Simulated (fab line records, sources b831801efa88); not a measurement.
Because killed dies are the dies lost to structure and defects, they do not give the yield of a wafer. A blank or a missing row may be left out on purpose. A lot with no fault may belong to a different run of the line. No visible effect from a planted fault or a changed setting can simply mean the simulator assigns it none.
Which tool was responsible?	flow sky130	13 lots with 39 wafers sampled at 4 steps, on a route of 708 steps

## WHAT THE GAUGES SHOWED, per wafer
SKY_CAP2M_THK_MEAS_04: measures by xrf. Usual: CAP2M_TIN_THK gives 197.1 nm (standard deviation 2.7).
lot	measured	on	CAP2M_TIN_THK (nm)	flag
L469	day 39 12:19	film metro-01	198.8 197.9 201.8	
L471	day 40 07:36	film metro-03	193.3 194.4 193.5	
L470	day 40 15:01	film metro-04	195.0 195.6 200.3	
L472	day 40 17:23	film metro-01	197.6 198.1 200.2	
L473	day 40 17:29	film metro-03	196.4 197.5 198.0	
L474	day 41 07:09	film metro-01	198.2 199.3 197.2	
L475	day 41 17:33	film metro-04	196.0 195.8 198.8	
L478	day 42 16:07	film metro-03	193.0 193.9 192.8	
L479	day 42 23:41	film metro-03	197.1 193.8 194.5	
L488	day 45 11:10	film metro-04	197.5 202.6 201.4	
L489	day 45 20:26	film metro-01	194.8 195.7 196.5	
L491	day 46 02:21	film metro-04	199.8 198.9 194.8	
L492	day 46 04:17	film metro-04	199.1 198.5 202.8	

SKY_METAL4_CD_MEAS_13 targets a cd of 300 nm. Usual: 299.5 nm for cd nm, sd 1.5.
lot	measured	on	cd nm (nm)	flag
L469	day 41 13:32	cd sem-01	301.4 300.8 300.2	
L471	day 42 07:53	cd sem-01	299.6 301.3 301.1	
L470	day 42 15:25	cd sem-01	298.5 298.0 298.2	
L472	day 42 16:47	cd sem-01	302.4 302.0 303.5	
L473	day 42 18:13	cd sem-01	301.2 300.4 300.7	
L474	day 43 06:38	cd sem-01	300.3 302.3 300.5	
L475	day 43 16:58	cd sem-02	297.5 295.1 297.7	
L478	day 44 13:48	cd sem-02	221.8 204.4 168.6 221.7 204.0 168.1	OFF
L479	day 44 21:16	cd sem-01	164.4 223.3 149.6 164.4 223.1 149.4	OFF
L488	day 47 03:49	cd sem-02	300.4 298.5 301.3	
L489	day 47 13:29	cd sem-01	299.3 299.4 300.0	
L491	day 47 19:20	cd sem-02	298.0 298.9 299.3	
L492	day 47 20:46	cd sem-01	299.4 299.0 299.8	

## TOOL THAT RAN EACH LOT (tool first, then ch and the chambers of the sampled wafers, then the start)
lot	SKY_METAL4_SPUTTER_03	SKY_METAL4_EXPOSE_10
L469	pvd sputter-04, day 39 11:55	krf scanner-01 ch 0, day 41 01:26
L471	pvd sputter-04, day 40 07:13	krf scanner-02 ch 0, day 41 20:39
L470	pvd sputter-03, day 40 14:38	krf scanner-02 ch 0, day 42 03:26
L472	pvd sputter-03, day 40 16:59	krf scanner-02 ch 0, day 42 04:58
L473	pvd sputter-02, day 40 17:07	krf scanner-02 ch 0, day 42 06:03
L474	pvd sputter-04, day 41 06:46	krf scanner-02 ch 0, day 42 19:32
L475	pvd sputter-04, day 41 17:10	krf scanner-02 ch 0, day 43 05:11
L478	pvd sputter-02, day 42 15:44	krf scanner-02 ch 0, day 44 02:50
L479	pvd sputter-03, day 42 23:17	krf scanner-02 ch 0, day 44 10:22
L488	pvd sputter-04, day 45 10:47	krf scanner-01 ch 0, day 46 18:59
L489	pvd sputter-04, day 45 20:04	krf scanner-01 ch 0, day 47 03:29
L491	pvd sputter-03, day 46 01:58	krf scanner-01 ch 0, day 47 10:02
L492	pvd sputter-03, day 46 03:53	krf scanner-01 ch 0, day 47 11:33
- SKY_METAL4_SPUTTER_03: material Ti, target thk 5 nm, time 3.3 s.
- SKY_METAL4_EXPOSE_10: exposes mask MM4, target cd 300 nm.

## AS READ BY THE TOOLS THEMSELVES (means over the sampled wafers that have a number; for cases with no such wafer, the mark the record gives instead)
SKY_METAL4_SPUTTER_03. Usual: 30.3 % for throttle valve pct, sd 0.79.
lot	tool	throttle valve pct (%)	flag
L469	pvd sputter-04	30.1	
L471	pvd sputter-04	30.2	
L470	pvd sputter-03	29.8	
L472	pvd sputter-03	29.7	
L473	pvd sputter-02	30.7	
L474	pvd sputter-04	30.6	
L475	pvd sputter-04	30.1	
L478	pvd sputter-02	31.2	
L479	pvd sputter-03	30.0	
L488	pvd sputter-04	30.2	
L489	pvd sputter-04	30.2	
L491	pvd sputter-03	29.8	
L492	pvd sputter-03	29.4	

## THE ANSWER, worked out from the rows above alone
Rule: a lot is off if the mean of its wafers that have a number lies more than 3 standard deviations from the usual mean. A lot without any number at a reading at which 4 lots or more have one is off too. All remaining lots with rows at the step are treated as sound. First the gauges in route order, then the tools' own readings, where a lot's mean is used as printed above. At the first step where some lot is off, the reading lying furthest off is the one used; lots without a number count as furthest.
Off at SKY_METAL4_CD_MEAS_13 (cd nm): L478, L479.
A tool fits if, at a process step before that reading, it ran every lot that is off, and no sound lot after the first of them. The gauges at SKY_METAL4_CD_MEAS_13 are tried like those tools. One fits: SKY_METAL4_EXPOSE_10 on krf scanner-02. Its last sound lot is L475 (day 43 05:11), its first lot that is off L478 (day 44 02:50): a fault that began between those two fits.

## WHAT THE SIMULATOR PUT IN
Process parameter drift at SKY_METAL4_EXPOSE_10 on krf scanner-02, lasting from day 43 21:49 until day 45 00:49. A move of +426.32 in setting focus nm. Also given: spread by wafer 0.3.
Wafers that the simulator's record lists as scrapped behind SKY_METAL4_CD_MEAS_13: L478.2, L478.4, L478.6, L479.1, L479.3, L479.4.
Lots struck among those shown: L478, L479. The rule above reached the same finding.
